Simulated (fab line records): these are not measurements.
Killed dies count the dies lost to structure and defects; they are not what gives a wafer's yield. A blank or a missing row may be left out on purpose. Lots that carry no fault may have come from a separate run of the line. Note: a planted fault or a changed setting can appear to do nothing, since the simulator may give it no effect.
fab line records -- flow sky130
record lots=6, wafers=18, last_day=49
route steps=708 shown VT_ADJUST_LVTN@102
lots that met no fault: from a run of the same line without faults
start_h: hours from the record's first day to the start of the lot's first wafer shown -- wait_h: time in hours since the lot's previous step -- " same as the row above -- L1.1+2: a single row standing in for several wafers -- - no value, or no start was given -- * or withheld: withheld -- < > ~ a bound
route shown NAME@n: NAME is a module with steps in the file, n the number in the route of the first one -- usual: mean and standard deviation over wafers with no fault -- same: alike in all rows -- chamber/n: place in a boat -- sites: per-site readings -- _std_site: how widely they spread, as a standard deviation -- _edge_site: mean of outer sites minus mean of inner sites -- radius_mm: for every site, how far away it sits from the centre of the wafer -- mask NAME#n: copy n -- behind: the most recent tool/chamber to have shaped the wafer -- hold: the reason the lot was held/the length of the hold in hours/how it ended -- device: names the non-switching transistor (n, p or np) -- end of line: the same wafers' tests at the end of the route -- step lacking rows: just its recipe -- killed: not the wafer's yield, but the dies lost to structure and defects at the first sort -- map: dies across one wafer; x = killed, . = not, _ = none there
set.NAME: setting as actually run; set.NAME@STEP: the setting as run at that earlier step -- model.NAME: the simulator's own value behind a step, which no gauge read
lots seen at some steps along the route; tables by step, rows by wafer
services: when a tool's chamber went out of use (start_h, in hours from the record's first day, below 0 if earlier), for how many hours, and the reason
## steps
# step SKY_VT_ADJUST_LVTN_PEB_05
# recipe temp_c=115, time_s=withheld
# step SKY_VT_ADJUST_LVTN_DEVELOP_06
# recipe wall_angle_deg=90, developer=TMAH, develop_time_s=60, dev_temp_c=23
# step SKY_VT_ADJUST_LVTN_OVL_MEAS_07
# usual VT_ADJUST_LVTN_OVL=0.3/1.5
lot.wafer,tool,chamber,start_h,wait_h,VT_ADJUST_LVTN_OVL[nm]
L933.2,overlay-01,-,169.03,-,1.6
L933.3,overlay-01,-,169.03,-,0.4
L933.5,overlay-01,-,169.03,-,0.5
L939.1,overlay-02,-,223.49,-,-0.7
L939.3,overlay-02,-,223.49,-,0.2
L939.5,overlay-02,-,223.49,-,-0.3
L941.3,overlay-01,-,244.82,-,1.8
L941.4,overlay-01,-,244.82,-,1.1
L941.6,overlay-01,-,244.82,-,2.0
L944.2,overlay-02,-,256.47,-,2.2
L944.5,overlay-02,-,256.47,-,-2.1
L944.6,overlay-02,-,256.47,-,0.4
L947.1,overlay-02,-,267.14,-,2.7
L947.3,overlay-02,-,267.14,-,2.8
L947.4,overlay-02,-,267.14,-,2.2
L949.3,overlay-01,-,279.63,-,2.4
L949.4,overlay-01,-,279.63,-,-0.3
L949.6,overlay-01,-,279.63,-,1.0
# step SKY_VT_ADJUST_LVTN_IMPLANT_08
# recipe species=B, energy_kev=30, dose_cm2=1.57e+12, tilt_deg=withheld
# step SKY_VT_ADJUST_LVTN_STRIP_09
# recipe chemistry=O2/N2, power_w=1400, pressure_mtorr=1500, platen_temp_c=withheld, o2_flow_sccm=3000, n2_flow_sccm=300, overash_fraction=0.5
# usual chamber_pressure_mTorr=1499.9/1.6, drypump_motor_current_A=5.6/0.42, oes_product_au=0.722/0.0046, strip_time_to_endpoint_s=36.91/0.11
lot.wafer,tool,chamber,start_h,wait_h,chamber_pressure_mTorr,drypump_motor_current_A,oes_product_au,rf_hours_counter_h,strip_time_to_endpoint_s
L933.2,plasma_asher-01,1,169.21,0.1,1503.2,5.7,0.719,5,36.85
L933.3,plasma_asher-01,0,169.21,0.1,1499.1,5.4,0.720,-,36.93
L933.5,plasma_asher-01,0,169.21,0.1,1502.8,5.4,0.718,-,36.92
L939.1,plasma_asher-02,1,223.67,0.1,1500.7,5.4,0.711,55,36.98
L939.3,plasma_asher-02,0,223.67,0.1,1501.6,5.7,0.717,-,36.97
L939.5,plasma_asher-02,0,223.67,0.1,1499.5,5.7,0.722,-,36.87
L941.3,plasma_asher-01,1,245.03,0.1,1502.3,5.7,0.720,-,36.82
L941.4,plasma_asher-01,0,245.03,0.1,1500.0,5.4,0.722,-,36.89
L941.6,plasma_asher-01,0,245.03,0.1,1498.8,5.4,0.725,-,36.82
L944.2,plasma_asher-02,0,256.65,0.1,1499.8,5.7,0.724,58,36.89
L944.5,plasma_asher-02,1,256.65,0.1,1499.2,5.4,0.724,-,36.87
L944.6,plasma_asher-02,0,256.65,0.1,1496.7,5.7,0.720,-,36.90
L947.1,plasma_asher-02,0,267.32,0.1,1501.8,5.7,0.723,59,37.03
L947.3,plasma_asher-02,1,267.32,0.1,1501.2,5.4,0.721,-,37.09
L947.4,plasma_asher-02,0,267.32,0.1,1500.0,5.6,0.723,-,37.07
L949.3,plasma_asher-04,0,279.84,0.1,1500.9,6.3,0.723,-,36.97
L949.4,plasma_asher-04,1,279.84,0.1,1499.8,5.0,0.723,-,36.92
L949.6,plasma_asher-04,0,279.84,0.1,1501.6,6.3,0.714,-,36.87
# step SKY_VT_ADJUST_LVTN_TW_MEAS_10
# usual VT_ADJUST_LVTN_TW=240.9/1.5
lot.wafer,tool,chamber,start_h,wait_h,VT_ADJUST_LVTN_TW
L933.2,film_metro-03,-,169.32,0.1,242.8
L933.3,film_metro-03,-,169.32,0.1,242.8
L933.5,film_metro-03,-,169.32,0.1,242.4
L939.1,film_metro-03,-,223.77,0.1,241.9
L939.3,film_metro-03,-,223.77,0.1,242.3
L939.5,film_metro-03,-,223.77,0.1,241.8
L941.3,film_metro-04,-,245.12,0.1,242.3
L941.4,film_metro-04,-,245.12,0.1,242.4
L941.6,film_metro-04,-,245.12,0.1,243.2
L944.2,film_metro-03,-,256.76,0.1,243.0
L944.5,film_metro-03,-,256.76,0.1,242.1
L944.6,film_metro-03,-,256.76,0.1,242.0
L947.1,film_metro-04,-,267.42,0.1,238.1
L947.3,film_metro-04,-,267.42,0.1,241.3
L947.4,film_metro-04,-,267.42,0.1,240.7
L949.3,film_metro-04,-,279.92,0.1,240.6
L949.4,film_metro-04,-,279.92,0.1,239.5
L949.6,film_metro-04,-,279.92,0.1,240.3
# step SKY_VT_ADJUST_LVTN_DEHYDRATE_11
# recipe temp_c=200, time_s=60
# step SKY_VT_ADJUST_LVTN_HMDS_12
# recipe prime_time_s=60, prime_temp_c=120
# step SKY_VT_ADJUST_LVTN_COAT_13
# recipe resist=NOVOLAK, spin_rpm=3000, resist_thk_nm=1140
# step SKY_VT_ADJUST_LVTN_SOFTBAKE_14
# recipe temp_c=90, time_s=60, resist=NOVOLAK
# step SKY_VT_ADJUST_LVTN_EXPOSE_15
# recipe mask_id=HVN_STD_DERIVED, na=0.6, source_shape=conventional, sigma_outer=0.6, polarization=unpolarized, target_cd_nm=600, dose_mj=163
# step SKY_VT_ADJUST_LVTN_PEB_16
# recipe temp_c=withheld, time_s=*, resist=NOVOLAK
# step SKY_VT_ADJUST_LVTN_DEVELOP_17
# recipe resist=NOVOLAK, developer=TMAH, develop_time_s=60, dev_temp_c=23
# usual chill_plate_temp_C=22.99/0.11, develop_time_s=60/0
lot.wafer,tool,chamber,start_h,wait_h,chill_plate_temp_C,develop_time_s
L933.2,litho_track-01,0,188.84,0.1,23.14,60
L933.3,litho_track-01,0,188.84,0.1,23.04,60
L933.5,litho_track-01,0,188.84,0.1,23.14,60
L939.1,litho_track-02,0,246.09,0.1,22.97,60
L939.3,litho_track-02,0,246.09,0.1,22.96,60
L939.5,litho_track-02,0,246.09,0.1,23.00,60
L941.3,litho_track-02,-,268.24,0.1,-,-
L941.4,litho_track-02,-,268.24,0.1,-,-
L941.6,litho_track-02,-,268.24,0.1,-,-
L944.2,litho_track-01,-,281.09,0.1,-,-
L944.5,litho_track-01,-,281.09,0.1,-,-
L944.6,litho_track-01,-,281.09,0.1,-,-
L947.1,litho_track-02,0,291.64,0.1,22.86,60
L947.3,litho_track-02,0,291.64,0.1,22.88,60
L947.4,litho_track-02,0,291.64,0.1,22.69,60
L949.3,litho_track-03,0,304.41,0.1,23.04,60
L949.4,litho_track-03,0,304.41,0.1,23.10,60
L949.6,litho_track-03,0,304.41,0.1,22.91,60
# step SKY_VT_ADJUST_LVTN_OVL_MEAS_18
# usual VT_ADJUST_LVTN_01_OVL=-0.7/1.7
lot.wafer,tool,chamber,start_h,wait_h,VT_ADJUST_LVTN_01_OVL[nm]
L933.2,overlay-02,-,188.97,0.1,-0.6
L933.3,overlay-02,-,188.97,0.1,-2.2
L933.5,overlay-02,-,188.97,0.1,-1.3
L939.1,overlay-02,-,246.24,0.1,-1.6
L939.3,overlay-02,-,246.24,0.1,-1.0
L939.5,overlay-02,-,246.24,0.1,-1.7
L941.3,overlay-02,-,268.35,0.1,-
L941.4,overlay-02,-,268.35,0.1,-
L941.6,overlay-02,-,268.35,0.1,-
L944.2,overlay-02,-,281.22,0.1,-
L944.5,overlay-02,-,281.22,0.1,-
L944.6,overlay-02,-,281.22,0.1,-
L947.1,overlay-01,-,291.79,0.1,-2.7
L947.3,overlay-01,-,291.79,0.1,-1.9
L947.4,overlay-01,-,291.79,0.1,-0.1
L949.3,overlay-01,-,304.52,0.1,-0.3
L949.4,overlay-01,-,304.52,0.1,1.4
L949.6,overlay-01,-,304.52,0.1,2.0
## services
tool,chamber,start_h,hours,kind
plasma_asher-02,-,229.67,0.4,repair
plasma_asher-01,-,239.68,2.9,repair
plasma_asher-02,-,275.73,4.3,pm
plasma_asher-02,-,280.06,2.8,pm
## key
first_sign step=SKY_VT_ADJUST_LVTN_DEVELOP_17, reading=tool_record, direction=missing
effect none on later readings
met_at SKY_VT_ADJUST_LVTN_DEVELOP_17
struck_wafers L941.3,L941.4,L941.6,L944.2,L944.5,L944.6
sort_left_out L941.3,L941.4,L941.6,L944.2,L944.5,L944.6
tester_left_out L941,L944
onset_between 246.09 268.24
fault kind=skipped_step_whole, tool=litho_track-01,litho_track-02, chamber=-, onset_h=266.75, steps=SKY_VT_ADJUST_LVTN_DEVELOP_17, scope=struck_lots_only
# tester_left_out: of these lots the tester's yield and bins aren't shown, on N5 and GAA mostly nor the transistor test; their killed dies are dies lost to structure and defects alone, not to doping, threshold or leakage, so they don't give the yield
# sort_left_out: the simulated sort isn't trusted on such a fault, so these wafers' sort isn't shown, and their yield isn't known
